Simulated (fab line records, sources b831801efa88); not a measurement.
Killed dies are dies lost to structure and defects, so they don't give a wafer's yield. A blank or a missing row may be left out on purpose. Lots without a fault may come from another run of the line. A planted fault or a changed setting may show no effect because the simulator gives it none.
Which tool did it? | flow sky130 | 9 lots, 27 wafers sampled, at 6 steps of a route of 708

WHAT THE GAUGES READ, wafer by wafer
SKY_METAL2_RS_MEAS_05: measures by four-point-probe.
lot  | measured     | on            | METAL2_ALCU_RS (ohm/sq)
L557 | day 36 16:25 | film_metro-04 | 0.1282 0.1271 0.1290
L559 | day 36 16:51 | film_metro-04 | 0.1268 0.1259 0.1271
L558 | day 36 17:09 | film_metro-01 | 0.1269 0.1287 0.1285
L562 | day 36 23:39 | film_metro-04 | 0.1253 0.1284 0.1277
L565 | day 42 01:46 | film_metro-03 | 0.1288 0.1260 0.1269
L566 | day 42 14:01 | film_metro-03 | 0.1257 0.1292 0.1262
L570 | day 42 14:56 | film_metro-04 | 0.1271 0.1246 0.1276
L571 | day 42 18:28 | film_metro-01 | 0.1140 0.1136 0.1107 0.1139 0.1137 0.1109
L573 | day 43 00:08 | film_metro-03 | 0.1127 0.1094 0.1116 0.1128 0.1098 0.1112

SKY_METAL2_THK_MEAS_06: measures by xrf.
lot  | measured     | on            | METAL2_ALCU_THK (nm)
L557 | day 36 16:32 | film_metro-04 | 242.5 245.9 241.9
L559 | day 36 16:58 | film_metro-04 | 245.7 246.7 245.9
L558 | day 36 17:16 | film_metro-01 | 246.7 242.6 244.4
L562 | day 36 23:46 | film_metro-04 | 248.7 241.2 244.6
L565 | day 42 01:52 | film_metro-03 | 242.8 247.4 246.0
L566 | day 42 14:07 | film_metro-03 | 250.3 243.4 250.0
L570 | day 42 15:03 | film_metro-04 | 245.3 248.4 245.0
L571 | day 42 20:32 | film_metro-03 | 266.9 265.9 272.8 267.1 266.5 272.3
L573 | day 43 07:43 | film_metro-03 | 267.4 273.9 270.3 267.8 278.2 272.5

WHICH TOOL RAN EACH LOT (tool, then ch and the chambers of the sampled wafers, then the start)
lot  | SKY_METAL1_DESCUM_17              | SKY_VIA1_ETCH_14                   | SKY_VIA1_STRIP_16                    | SKY_METAL2_SPUTTER_02
L557 | rie_metal-02 ch 0,1, day 35 10:13 | rie_diel-03 ch 1,3, day 36 14:57   | plasma_asher-03 ch 0,1, day 36 15:02 | pvd_sputter-02, day 36 16:19
L559 | rie_metal-01 ch 0,1, day 35 11:39 | rie_diel-04 ch 0,1,3, day 36 15:19 | plasma_asher-01 ch 0,1, day 36 15:25 | pvd_sputter-02, day 36 16:46
L558 | rie_metal-02 ch 0,1, day 35 12:00 | rie_diel-03 ch 1,3, day 36 15:40   | plasma_asher-03 ch 0,1, day 36 15:46 | pvd_sputter-04, day 36 17:02
L562 | rie_metal-02 ch 0,1, day 35 17:30 | rie_diel-02 ch 1,3, day 36 22:06   | plasma_asher-01 ch 0,1, day 36 22:11 | pvd_sputter-04, day 36 23:32
L565 | rie_metal-02 ch 0, day 40 21:24   | rie_diel-02 ch 0,1, day 42 00:17   | plasma_asher-03 ch 1, day 42 00:22   | pvd_sputter-04, day 42 01:39
L566 | rie_metal-01 ch 0,1, day 41 09:22 | rie_diel-04 ch 1,2,3, day 42 12:32 | plasma_asher-03 ch 0,1, day 42 12:39 | pvd_sputter-02, day 42 13:53
L570 | rie_metal-02 ch 0,1, day 41 10:30 | rie_diel-02 ch 0,1,3, day 42 13:29 | plasma_asher-01 ch 0,1, day 42 13:34 | pvd_sputter-01, day 42 14:50
L571 | rie_metal-04 ch 0,1, day 41 13:30 | rie_diel-04 ch 0,1,2, day 42 17:00 | plasma_asher-01 ch 0,1, day 42 17:05 | pvd_sputter-04, day 42 18:22
L573 | rie_metal-01 ch 0,1, day 41 19:54 | rie_diel-02 ch 0,1,3, day 42 22:39 | plasma_asher-03 ch 0,1, day 42 22:44 | pvd_sputter-04, day 43 00:03
- SKY_METAL1_DESCUM_17: chemistry O2, time 8 s.
- SKY_VIA1_ETCH_14: etches BARC in N2/H2, stops on SiO2, time 45.9 s, target depth 60 nm.
- SKY_VIA1_STRIP_16: strips in O2/N2.
- SKY_METAL2_SPUTTER_02: material AlCu, target thk 250 nm, time 13.3 s.

WHAT THE TOOLS THEMSELVES READ (means of the sampled wafers that have a number; where no wafer has one, the mark that the record gives instead)
SKY_METAL1_DESCUM_17.
lot  | tool         | drypump_motor_current_A (A) | he_backside_leak_sccm (sccm) | oes_product_au (a.u.)
L557 | rie_metal-02 | 5.6                         | 3.23                         | 0.999
L559 | rie_metal-01 | 5.2                         | 3.38                         | 1.002
L558 | rie_metal-02 | 5.6                         | 3.34                         | 0.997
L562 | rie_metal-02 | 5.6                         | 3.31                         | 1.002
L565 | rie_metal-02 | 5.9                         | 3.26                         | 0.987
L566 | rie_metal-01 | 5.2                         | 3.36                         | 1.015
L570 | rie_metal-02 | 5.6                         | 3.25                         | 1.003
L571 | rie_metal-04 | 5.8                         | 3.31                         | 1.006
L573 | rie_metal-01 | 5.2                         | 3.26                         | 1.008

SKY_VIA1_ETCH_14.
lot  | tool        | bias_w (W) | drypump_motor_current_A (A) | oes_product_au (a.u.) | throttle_valve_pct (%)
L557 | rie_diel-03 | 99.76      | 6.4                         | 0.861                 | 13.226
L559 | rie_diel-04 | 99.95      | 6.2                         | 0.853                 | 13.224
L558 | rie_diel-03 | 100.30     | 6.4                         | 0.858                 | 13.230
L562 | rie_diel-02 | 100.21     | 5.3                         | 0.858                 | 13.222
L565 | rie_diel-02 | 99.90      | 5.2                         | 0.851                 | 13.226
L566 | rie_diel-04 | 99.95      | 6.5                         | 0.853                 | 13.219
L570 | rie_diel-02 | 100.07     | 5.2                         | 0.854                 | 13.225
L571 | rie_diel-04 | 100.05     | 6.3                         | 0.844                 | 13.233
L573 | rie_diel-02 | 99.80      | 5.2                         | 0.851                 | 13.227

SKY_VIA1_STRIP_16.
lot  | tool            | drypump_motor_current_A (A) | oes_product_au (a.u.) | strip_time_to_endpoint_s (s)
L557 | plasma_asher-03 | 5.25                        | 0.416                 | 4.47
L559 | plasma_asher-01 | 5.80                        | 0.416                 | 4.48
L558 | plasma_asher-03 | 5.25                        | 0.416                 | 4.48
L562 | plasma_asher-01 | 5.80                        | 0.420                 | 4.46
L565 | plasma_asher-03 | 5.14                        | 0.416                 | 4.42
L566 | plasma_asher-03 | 5.35                        | 0.418                 | 4.46
L570 | plasma_asher-01 | 5.86                        | 0.414                 | 4.48
L571 | plasma_asher-01 | 5.80                        | 0.414                 | 4.43
L573 | plasma_asher-03 | 5.36                        | 0.412                 | 4.47

SKY_METAL2_SPUTTER_02.
lot  | tool           | chamber_pressure_pa (Pa) | throttle_valve_pct (%)
L557 | pvd_sputter-02 | 0.3995                   | 29.5
L559 | pvd_sputter-02 | 0.3990                   | 29.6
L558 | pvd_sputter-04 | 0.4002                   | 30.7
L562 | pvd_sputter-04 | 0.4006                   | 30.4
L565 | pvd_sputter-04 | 0.3999                   | 29.3
L566 | pvd_sputter-02 | 0.4008                   | 30.3
L570 | pvd_sputter-01 | 0.3994                   | 29.0
L571 | pvd_sputter-04 | 0.2221                   | 41.3
L573 | pvd_sputter-04 | 0.2216                   | 39.8

THE ANSWER, worked out from the rows above alone
Rule: what is usual is taken from the lots themselves. Put in order of their means at a reading, lots are off if they are a third of the lots or fewer, leave a main group of 4 or more, and stand apart from it by a gap of 3 or more times the standard deviation of the main group's means; of several such gaps the widest counts. A main group whose means are all the same, to the digits that the tables above print for the reading, isn't used. A lot without any number at a reading at which 4 lots or more have one is off too. The other lots that the step has rows for count as sound. The gauges are gone through in route order, then the tools' own readings, and for those a lot's mean is taken as printed above. The first step at which some lot is off is used, and at that step the reading that is off furthest; a lot without a number counts as furthest.
Off: L571, L573, at SKY_METAL2_RS_MEAS_05 (METAL2_ALCU_RS). The main group: mean 0.1272 ohm/sq, standard deviation 0.0006.
A tool fits if, at a process step before that reading, it ran every lot that is off, and no sound lot after the first of them. The gauges at SKY_METAL2_RS_MEAS_05 aren't tried: what is off there is off at SKY_METAL2_SPUTTER_02 too, on other tools, and a gauge's error can't cause that. One fits: pvd_sputter-04 at SKY_METAL2_SPUTTER_02. Its last sound lot is L565 (day 42 01:39), its first lot that is off L571 (day 42 18:22): a fault that began between those two fits.
The tool's own readings at SKY_METAL2_SPUTTER_02 bear it out: on the lots that are off they differ by more than 5 times the standard deviation of the sound lots' means. chamber_pressure_pa reads 0.2218 Pa there against 0.3999 Pa on the sound lots; throttle_valve_pct reads 40.5 % there against 29.8 % on the sound lots.

WHAT THE SIMULATOR HAD PUT IN
Process parameter drift: pvd_sputter-04, from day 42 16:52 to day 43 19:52, at SKY_METAL2_SPUTTER_02. Setting chamber_pressure_pa, moved by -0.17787, from 0.4. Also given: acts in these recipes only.
Lots struck among those shown: L571, L573. The rule above found the same.
